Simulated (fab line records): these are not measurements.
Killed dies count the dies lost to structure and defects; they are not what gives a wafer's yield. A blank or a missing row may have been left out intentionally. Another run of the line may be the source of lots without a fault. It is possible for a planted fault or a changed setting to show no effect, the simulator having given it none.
Comparing a struck lot with a sound one    flow sky130    15 out of 708 route steps
Sound: these wafers, L497.2, L497.3, L497.5. Struck: wafers L492.1, L492.3, L492.5. At the end, the cause is stated.
For every step that has rows: the tool of each side, followed by ch and its chambers, followed by its first start. Under that, the readings that differ: sound wafers    struck wafers    difference of the means    sigmas: that difference in standard deviations of wafers without a fault.
alike: same words and numbers on both sides, and readings whose means sit less than 2 such deviations apart. not compared: any withheld reading, any reading some wafer has no value for, any bound like >300 that may hide the same value, and any number with overlapping values for which the record gives no deviation.
A row with sigmas, a row that says differs or no value, or rows on one side alone: a step with any of these is where the two part. When numbers do not overlap yet have no deviation, they are printed without sigmas and do not part them. A reading that every wafer of one side lacks parts them only if that side has two wafers or more.

first, 5 steps without rows for these wafers: SKY_VT_ADJUST_LVTN_COAT_02 (resist thk 3000 nm); SKY_VT_ADJUST_LVTN_SOFTBAKE_03; SKY_VT_ADJUST_LVTN_EXPOSE_04 (exposes mask NWM COMPLEMENT LESS NATIVE, target cd 840 nm); SKY_VT_ADJUST_LVTN_PEB_05; SKY_VT_ADJUST_LVTN_DEVELOP_06 (develop time 60 s).
SKY_VT_ADJUST_LVTN_OVL_MEAS_07:
  sound on overlay-02 at day 10 09:37; struck on overlay-01 at day 9 04:05
  alike: VT_ADJUST_LVTN_OVL
after that, 1 step had no rows for these wafers: SKY_VT_ADJUST_LVTN_IMPLANT_08.
SKY_VT_ADJUST_LVTN_STRIP_09: strips in O2/N2.
  sound on plasma-asher-02 ch 0, day 10 09:48; struck on plasma-asher-02 ch 0,1, day 9 04:16
  alike: drypump-motor-current-A, oes-product-au, strip-time-to-endpoint-s
  not compared: rf-hours-counter-h
SKY_VT_ADJUST_LVTN_TW_MEAS_10:
  sound on film-metro-02 at day 10 09:55; struck on film-metro-02 at day 9 04:22
  alike: VT_ADJUST_LVTN_TW
then, 3 steps without rows for these wafers: SKY_VT_ADJUST_LVTN_DEHYDRATE_11 (time 60 s); SKY_VT_ADJUST_LVTN_HMDS_12 (prime time 61.03 s); SKY_VT_ADJUST_LVTN_COAT_13 (resist thk 1140 nm).
SKY_VT_ADJUST_LVTN_SOFTBAKE_14: time 60 s.
  sound on litho-track-01 ch 0, day 10 20:13; struck on litho-track-04 ch 0, day 9 14:16
reading           sound              struck             difference  sigmas
exhaust-pa (Pa)   46.9 46.1 45.5     43.3 43.5 44.8     -2.3        -3
run-length-s (s)  89.28 89.12 89.14  99.50 99.56 99.33  +10.28      +60
then, 1 step without rows for these wafers: SKY_VT_ADJUST_LVTN_EXPOSE_15 (exposes mask HVN STD DERIVED, target cd 600 nm).
SKY_PAD_OPEN_PROBE_99:
  the record holds rows for the sound wafers here (prober-02, day 48 23:02) but none for the struck ones

## WHERE THEY PART
Last at SKY_PAD_OPEN_PROBE_99 as far as this record goes, first at SKY_VT_ADJUST_LVTN_SOFTBAKE_14.

WHY: the cause the simulator had injected
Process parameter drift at SKY_VT_ADJUST_LVTN_SOFTBAKE_14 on litho-track-04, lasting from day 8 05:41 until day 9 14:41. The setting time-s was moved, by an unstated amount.
